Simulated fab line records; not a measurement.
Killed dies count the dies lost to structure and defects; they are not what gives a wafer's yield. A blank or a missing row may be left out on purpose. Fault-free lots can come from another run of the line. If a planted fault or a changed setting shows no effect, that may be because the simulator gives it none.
Check for tools in common | flow gf180mcu | 14 lots and 48 wafers in the sample

== WHAT PROMPTED THE OPENING ==
Of 14 lots, 2 have the reading HV_LDD_3_TW flagged at GF_HV_LDD_TW_MEAS_38. Wafers without a fault read 1431, standard deviation 8.4.
Rule: a lot is flagged when every wafer of it that has a number lies more than 4 standard deviations from that mean, or none has a number. The rest of the lots are taken to be sound.

lot  | measured     | on           | HV_LDD_3_TW, wafer by wafer   | flag
L552 | day 11 21:46 | filmMetro-04 | 1414 1434 1427                | 
L553 | day 12 09:18 | filmMetro-03 | 1440 1438 1440                | 
L554 | day 12 17:56 | filmMetro-01 | 1430 1435 1419                | 
L555 | day 12 23:28 | filmMetro-04 | 1420 1427 1424                | 
L560 | day 14 23:00 | filmMetro-03 | 1313 1321 1314 1319 1315 1320 | FLAGGED
L562 | day 15 04:17 | filmMetro-03 | 1313 1314 1324 1318 1323 1327 | FLAGGED
L566 | day 16 16:25 | filmMetro-04 | 1425 1415 1417                | 
L567 | day 16 20:01 | filmMetro-01 | 1417 1423 1421                | 
L568 | day 17 06:02 | filmMetro-01 | 1428 1427 1432                | 
L569 | day 17 12:05 | filmMetro-04 | 1419 1423 1416                | 
L570 | day 17 16:52 | filmMetro-04 | 1419 1424 1424                | 
L571 | day 17 23:58 | filmMetro-03 | 1448 1445 1438                | 
L572 | day 18 04:54 | filmMetro-01 | 1425 1431 1432                | 
L574 | day 19 01:20 | filmMetro-04 | 1431 1429 1430                | 
Average over the flagged lots: 1318; offset from the usual -113, equal to -13 standard deviations.

== TOOL THAT RAN EACH LOT ==
The record keeps 1 process step preceding the reading, out of 602 steps on the route. Read each cell as the tool, then ch plus the chambers that the sampled wafers visited, then the start.
lot  | flag    | GF_HV_LDD_IMPLANT_35
L552 |         | implanter-02 ch 0, day 11 21:23
L553 |         | implanter-03 ch 0, day 12 08:56
L554 |         | implanter-03 ch 0, day 12 17:34
L555 |         | implanter-03 ch 0, day 12 23:04
L560 | FLAGGED | implanter-03, day 14 19:52
L562 | FLAGGED | implanter-03, day 15 03:55
L566 |         | implanter-03 ch 0, day 16 16:02
L567 |         | implanter-03 ch 0, day 16 19:37
L568 |         | implanter-02 ch 0, day 17 05:40
L569 |         | implanter-02 ch 0, day 17 11:43
L570 |         | implanter-03 ch 0, day 17 16:28
L571 |         | implanter-02 ch 0, day 17 23:36
L572 |         | implanter-02 ch 0, day 18 04:30
L574 |         | implanter-02 ch 0, day 19 00:58
What these steps do:
- GF_HV_LDD_IMPLANT_35
- GF_HV_LDD_TW_MEAS_38

== FLAGGED AGAINST TOTAL, ONE TOOL AT A TIME (gauges that did the reading follow at the end) ==
step                 | tool         | lots run | flagged | share of the flagged lots | sound lots run after its first flagged lot
GF_HV_LDD_IMPLANT_35 | implanter-02 | 6        | 0       | none                      | -
GF_HV_LDD_IMPLANT_35 | implanter-03 | 8        | 2       | all                       | 3 (L566,L567,L570)
GF_HV_LDD_TW_MEAS_38 | filmMetro-01 | 4        | 0       | none                      | -
GF_HV_LDD_TW_MEAS_38 | filmMetro-03 | 4        | 2       | all                       | 1 (L571)
GF_HV_LDD_TW_MEAS_38 | filmMetro-04 | 6        | 0       | none                      | -

== WHAT THE TABLE ALLOWS ==
Table rows that saw every flagged lot: 2, namely implanter-03 at GF_HV_LDD_IMPLANT_35 and filmMetro-03 at GF_HV_LDD_TW_MEAS_38.
- implanter-03 at GF_HV_LDD_IMPLANT_35 ran 8 lots, 2 of them flagged. After the first flagged lot (L566, L567, L570), sound lots still ran on it; a lasting fault on the whole tool would not permit that. On the flagged lots its readings are blank where sound lots have values: beamEnergyKeV, beamOnS.
- filmMetro-03 at GF_HV_LDD_TW_MEAS_38 ran 4 lots, 2 of them flagged. After the first flagged lot (L571), sound lots still ran on it; a lasting fault on the whole tool would not permit that.
Not one row of the table ran every flagged lot while running no sound lot after the first.

== WHAT WAS PUT IN BY THE SIMULATOR ==
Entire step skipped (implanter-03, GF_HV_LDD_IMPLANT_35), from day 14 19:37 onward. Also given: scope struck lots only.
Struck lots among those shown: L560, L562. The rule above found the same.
